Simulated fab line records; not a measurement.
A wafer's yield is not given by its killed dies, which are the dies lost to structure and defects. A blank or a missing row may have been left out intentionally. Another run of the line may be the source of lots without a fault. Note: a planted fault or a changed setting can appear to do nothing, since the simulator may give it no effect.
fab line records	flow gf180mcu
record lots=14	wafers=41	last_day=34
route steps=602 shown POLY_GATE@171 HV_LDD@208
lots untouched by any fault: they come from a run of this same line in which no faults occurred
start_h: start of the lot's first displayed wafer, in hours after the record's first day	wait_h: time in hours since the lot's previous step	" identical to the entry in the row above	L1.1+2: a single row standing in for several wafers	- value missing, or start not given	* or withheld: withheld	< > ~ a bound
route shown NAME@n: names a module that has steps shown in the file, with the first one's number in the route	usual: mean and standard deviation over wafers with no fault	same: alike in all rows	chamber/n: place in a boat	sites: the reading at each site	_std_site: their standard deviation	_edge_site: outer sites' mean less inner sites'	radius_mm: how far each site lies from the wafer's centre	mask NAME#n: copy n	behind: tool/chamber where the wafer was last shaped	hold: why the lot went on hold/how many hours it stayed there/how the hold came to an end	device: the n, p or np transistor that did not switch	end of line: the same wafers' tests at the end of the route	a step without rows: its recipe alone	killed: the dies lost at the first sort to structure and to defects; this is not the yield of the wafer	map: shows each die of a wafer: x if killed, . if not, _ if none is there
set.NAME: the setting that was run; set.NAME@STEP: the one run at that earlier step	model.NAME: the simulator's own value behind a step, which no gauge read
route steps across a sampled set of lots; one table per step, one row per wafer
services: when a tool's chamber went out of use (start_h, in hours from the record's first day, below 0 if earlier), for how many hours, and the reason
## steps
# step GF_POLY_GATE_STRIP_14
# recipe chemistry=O2/N2	power_w=1400	pressure_mtorr=1500	platen_temp_c=250	o2_flow_sccm=3000	n2_flow_sccm=300	overash_fraction=0.5
# usual drypump_motor_current_A=5.7/0.37	heater_power_w=336/15	o2_flow_sccm=2999/9.7	oes_product_au=0.505/0.0044
lot.wafer	tool	chamber	start_h	wait_h	drypump_motor_current_A	heater_power_w	o2_flow_sccm	oes_product_au	rf_hours_counter_h
L245.1	plasma_asher-03	0	209.87	0.0	6.1	313	2997	0.503	55
L245.2	"	1	"	"	5.6	358	2998	0.514	55
L245.6	"	1	"	"	5.6	357	3014	0.499	-
L246.1	plasma_asher-02	0	219.11	0.0	5.4	355	2987	0.511	43
L246.4	"	0	"	"	5.3	361	2989	0.503	-
L246.6	"	1	"	"	6.4	339	3005	0.509	-
L249.4	plasma_asher-03	1	227.61	0.1	5.6	357	3008	0.495	-
L249.5	"	0	"	"	6.1	312	3011	0.505	-
L249.6	"	1	"	"	5.6	349	3002	0.510	-
L250.2	plasma_asher-03	1	241.06	0.0	5.6	346	3001	0.507	58
L250.5	"	0	"	"	6.1	319	3002	0.508	-
L250.6	"	1	"	"	5.6	346	3001	0.507	-
L251.1	plasma_asher-03	0	252.47	0.0	6.1	316	3004	0.512	59
L251.4	"	1	"	"	5.6	351	3000	0.498	-
L255.1	plasma_asher-02	1	273.56	0.0	6.4	342	3000	0.504	49
L255.3	"	0	"	"	5.4	359	3005	0.512	-
L255.5	"	1	"	"	6.4	342	3000	0.507	-
L256.1	plasma_asher-01	0	284.01	0.0	5.5	320	2996	0.506	62
L256.2	"	1	"	"	5.4	344	2983	0.507	62
L256.6	"	0	"	"	5.5	328	2995	0.508	-
L257.2	plasma_asher-02	0	289.30	0.0	5.4	353	2991	0.503	50
L257.4	"	1	"	"	6.4	341	3001	0.503	-
L257.5	"	1	"	"	6.4	343	3001	0.511	-
L259.3	plasma_asher-02	1	302.30	0.1	6.4	342	3011	0.507	-
L259.4	"	0	"	"	5.4	358	3004	0.504	-
L259.5	"	1	"	"	6.4	347	3000	0.505	-
L260.3	plasma_asher-02	1	308.45	0.1	6.4	349	3013	0.493	-
L260.5	"	1	"	"	6.4	351	3020	0.506	-
L260.6	"	0	"	"	5.3	350	3005	0.504	-
L261.1	plasma_asher-02	1	317.02	0.0	6.4	344	2996	0.501	53
L261.4	"	0	"	"	5.3	350	3000	0.509	-
L261.6	"	0	"	"	5.4	362	3010	0.504	-
L262.1	plasma_asher-02	1	327.47	0.0	6.4	347	2993	0.501	54
L262.4	"	0	"	"	5.3	348	3005	0.507	-
L262.5	"	1	"	"	6.4	344	2999	0.506	-
L266.2	plasma_asher-01	1	356.31	0.0	5.4	338	2992	0.512	69
L266.3	"	0	"	"	5.5	327	3000	0.492	-
L266.4	"	1	"	"	5.4	337	2981	0.506	-
L267.3	plasma_asher-03	1	362.70	0.1	5.6	356	3001	0.506	-
L267.5	"	1	"	"	5.6	344	2998	0.512	-
L267.6	"	0	"	"	6.1	306	2989	0.502	-
# step GF_HV_LDD_OVL_MEAS_32
# usual HV_LDD_02_OVL=-1.0/1.3
lot.wafer	tool	chamber	start_h	wait_h	HV_LDD_02_OVL[nm]
L245.1	overlay-01	-	266.08	0.1	-0.4
L245.2	"	-	"	"	-0.9
L245.6	"	-	"	"	-0.8
L246.1	overlay-02	-	278.23	0.1	-1.9
L246.4	"	-	"	"	-1.6
L246.6	"	-	"	"	-2.9
L249.4	overlay-02	-	288.09	0.1	0.9
L249.5	"	-	"	"	0.0
L249.6	"	-	"	"	0.2
L250.2	overlay-01	-	301.78	0.1	-1.4
L250.5	"	-	"	"	-2.8
L250.6	"	-	"	"	-3.5
L251.1	overlay-01	-	314.42	0.1	-1.2
L251.4	"	-	"	"	-1.7
L255.1	overlay-02	-	336.07	0.1	0.9
L255.3	"	-	"	"	1.0
L255.5	"	-	"	"	0.3
L256.1	overlay-01	-	347.72	0.1	1.1
L256.2	"	-	"	"	1.4
L256.6	"	-	"	"	0.3
L257.2	overlay-01	-	353.38	0.1	-3.4
L257.4	"	-	"	"	-2.3
L257.5	"	-	"	"	-2.1
L259.3	overlay-02	-	368.23	0.1	-2.3
L259.4	"	-	"	"	-1.6
L259.5	"	-	"	"	-1.7
L260.3	overlay-02	-	373.89	0.1	1.0
L260.5	"	-	"	"	0.7
L260.6	"	-	"	"	-0.3
L261.1	overlay-01	-	384.42	0.1	-1.2
L261.4	"	-	"	"	-0.9
L261.6	"	-	"	"	-1.5
L262.1	overlay-02	-	398.18	0.1	1.2
L262.4	"	-	"	"	-0.3
L262.5	"	-	"	"	0.1
L266.2	overlay-02	-	427.77	0.1	-0.8
L266.3	"	-	"	"	-0.4
L266.4	"	-	"	"	0.5
L267.3	overlay-02	-	434.83	0.1	0.1
L267.5	"	-	"	"	-1.3
L267.6	"	-	"	"	0.0
# step GF_HV_LDD_EXPOSE_43
# recipe mask_id=Pplus_HV_AREA	target_cd_nm=400	na=0.6	source_shape=conventional	sigma_outer=0.6	dose_mj=140
# usual exposure_dose_mJ_cm2=139.98/0.14	focus_offset_nm=0.0/0.53
lot.wafer	tool	chamber	start_h	wait_h	mask	exposure_dose_mJ_cm2	focus_offset_nm
L245.1	iline_stepper-01	0	276.90	-	Pplus_HV_AREA#0	140.06	-0.1
L245.2	"	0	"	"	Pplus_HV_AREA#0	139.91	-1.0
L245.6	"	0	"	"	Pplus_HV_AREA#0	139.79	-0.7
L246.1	iline_stepper-02	0	288.68	-	Pplus_HV_AREA#0	139.75	0.0
L246.4	"	0	"	"	Pplus_HV_AREA#0	139.77	-0.4
L246.6	"	0	"	"	Pplus_HV_AREA#0	139.86	0.3
L249.4	iline_stepper-01	0	299.38	-	Pplus_HV_AREA#0	139.76	0.7
L249.5	"	0	"	"	Pplus_HV_AREA#0	140.00	1.1
L249.6	"	0	"	"	Pplus_HV_AREA#0	139.89	0.1
L250.2	iline_stepper-01	0	312.67	-	Pplus_HV_AREA#0	140.21	-0.8
L250.5	"	0	"	"	Pplus_HV_AREA#0	140.15	0.3
L250.6	"	0	"	"	Pplus_HV_AREA#0	140.06	-0.6
L251.1	iline_stepper-01	0	325.31	-	Pplus_HV_AREA#0	139.90	-0.3
L251.4	"	0	"	"	Pplus_HV_AREA#0	140.03	-0.7
L255.1	iline_stepper-02	0	347.30	-	Pplus_HV_AREA#0	140.13	-0.7
L255.3	"	0	"	"	Pplus_HV_AREA#0	140.00	0.5
L255.5	"	0	"	"	Pplus_HV_AREA#0	140.27	0.3
L256.1	iline_stepper-01	0	359.88	-	Pplus_HV_AREA#0	140.03	0.4
L256.2	"	0	"	"	Pplus_HV_AREA#0	140.20	-0.1
L256.6	"	0	"	"	Pplus_HV_AREA#0	140.11	0.0
L257.2	iline_stepper-01	0	365.17	-	Pplus_HV_AREA#0	139.99	-0.3
L257.4	"	0	"	"	Pplus_HV_AREA#0	139.79	0.0
L257.5	"	0	"	"	Pplus_HV_AREA#0	139.95	-0.3
L259.3	iline_stepper-01	0	380.84	-	Pplus_HV_AREA#0	139.94	0.2
L259.4	"	0	"	"	Pplus_HV_AREA#0	139.85	-0.2
L259.5	"	0	"	"	Pplus_HV_AREA#0	139.73	0.6
L260.3	iline_stepper-02	0	386.12	-	Pplus_HV_AREA#0	140.04	0.7
L260.5	"	0	"	"	Pplus_HV_AREA#0	139.81	0.7
L260.6	"	0	"	"	Pplus_HV_AREA#0	139.93	-0.6
L261.1	iline_stepper-01	-	396.87	-	Pplus_HV_AREA#0	-	-
L261.4	"	-	"	"	Pplus_HV_AREA#0	-	-
L261.6	"	-	"	"	Pplus_HV_AREA#0	-	-
L262.1	iline_stepper-01	-	410.95	-	Pplus_HV_AREA#0	-	-
L262.4	"	-	"	"	Pplus_HV_AREA#0	-	-
L262.5	"	-	"	"	Pplus_HV_AREA#0	-	-
L266.2	iline_stepper-02	0	440.75	-	Pplus_HV_AREA#0	140.01	-0.4
L266.3	"	0	"	"	Pplus_HV_AREA#0	139.86	0.3
L266.4	"	0	"	"	Pplus_HV_AREA#0	139.91	0.4
L267.3	iline_stepper-01	0	447.76	-	Pplus_HV_AREA#0	139.96	0.7
L267.5	"	0	"	"	Pplus_HV_AREA#0	139.87	-0.1
L267.6	"	0	"	"	Pplus_HV_AREA#0	139.75	0.1
# step GF_HV_LDD_CD_MEAS_46
# recipe target_cd_nm=400
# usual cd_nm=398/3
lot.wafer	tool	chamber	start_h	wait_h	cd_nm
L245.1	cd_sem-01	-	285.95	0.1	400
L245.2	"	-	"	"	403
L245.6	"	-	"	"	400
L246.1	cd_sem-01	-	298.60	0.1	398
L246.4	"	-	"	"	402
L246.6	"	-	"	"	401
L249.4	cd_sem-01	-	309.12	0.1	395
L249.5	"	-	"	"	396
L249.6	"	-	"	"	395
L250.2	cd_sem-02	-	322.62	0.1	397
L250.5	"	-	"	"	398
L250.6	"	-	"	"	396
L251.1	cd_sem-02	-	335.61	0.1	396
L251.4	"	-	"	"	398
L255.1	cd_sem-02	-	357.95	0.1	401
L255.3	"	-	"	"	403
L255.5	"	-	"	"	401
L256.1	cd_sem-01	-	370.65	0.1	402
L256.2	"	-	"	"	400
L256.6	"	-	"	"	400
L257.2	cd_sem-02	-	375.67	0.1	397
L257.4	"	-	"	"	398
L257.5	"	-	"	"	397
L259.3	cd_sem-01	-	392.10	0.1	398
L259.4	"	-	"	"	400
L259.5	"	-	"	"	401
L260.3	cd_sem-02	-	397.09	0.1	396
L260.5	"	-	"	"	397
L260.6	"	-	"	"	398
L261.1	cd_sem-02	-	408.50	0.1	-
L261.4	"	-	"	"	-
L261.6	"	-	"	"	-
L262.1	cd_sem-02	-	422.40	0.1	-
L262.4	"	-	"	"	-
L262.5	"	-	"	"	-
L266.2	cd_sem-01	-	452.82	0.1	395
L266.3	"	-	"	"	394
L266.4	"	-	"	"	393
L267.3	cd_sem-02	-	460.04	0.1	397
L267.5	"	-	"	"	396
L267.6	"	-	"	"	396
## services
tool	chamber	start_h	hours	kind
iline_stepper-02	-	211.35	1.7	pm
plasma_asher-01	-	211.61	2.8	pm
iline_stepper-02	0	279.97	-	calibration
plasma_asher-03	-	323.45	2.5	repair
iline_stepper-01	0	358.97	-	calibration
iline_stepper-01	-	377.58	1.1	repair
iline_stepper-01	-	392.93	1.7	pm
plasma_asher-02	-	417.28	23.2	pm
plasma_asher-03	-	421.32	9.0	pm
plasma_asher-03	0	421.32	9.0	vent_cycle
plasma_asher-03	1	421.32	9.0	vent_cycle
iline_stepper-02	-	429.53	1.7	pm
plasma_asher-03	0	430.32	-	clean
plasma_asher-03	1	430.32	-	clean
## key
first_sign step=GF_HV_LDD_EXPOSE_43	reading=tool_record	direction=missing
effect none on later readings
met_at GF_HV_LDD_EXPOSE_43
struck_lots L261,L262
later_rows_left_out L261.1,L261.4,L261.6,L262.1,L262.4,L262.5
sort_left_out L261.1,L261.4,L261.6,L262.1,L262.4,L262.5
tester_left_out L261,L262
not_acting_at GF_POLY_GATE_STRIP_14,GF_HV_LDD_OVL_MEAS_32,GF_HV_LDD_CD_MEAS_46
onset_between 380.84 396.87
fault kind=skipped_step_whole	tool=iline_stepper-01	chamber=-	onset_h=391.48	steps=GF_HV_LDD_EXPOSE_43	scope=struck_lots_only
# tester_left_out: of these lots the tester's yield and bins aren't shown, on N5 and GAA mostly nor the transistor test; their killed dies are dies lost to structure and defects alone, not to doping, threshold or leakage, so they don't give the yield
# sort_left_out: the simulated sort isn't trusted on such a fault, so these wafers' sort isn't shown, and their yield isn't known
# later_rows_left_out: the simulator's readings of these wafers behind a module that went badly wrong aren't trusted and aren't shown, but for the sort
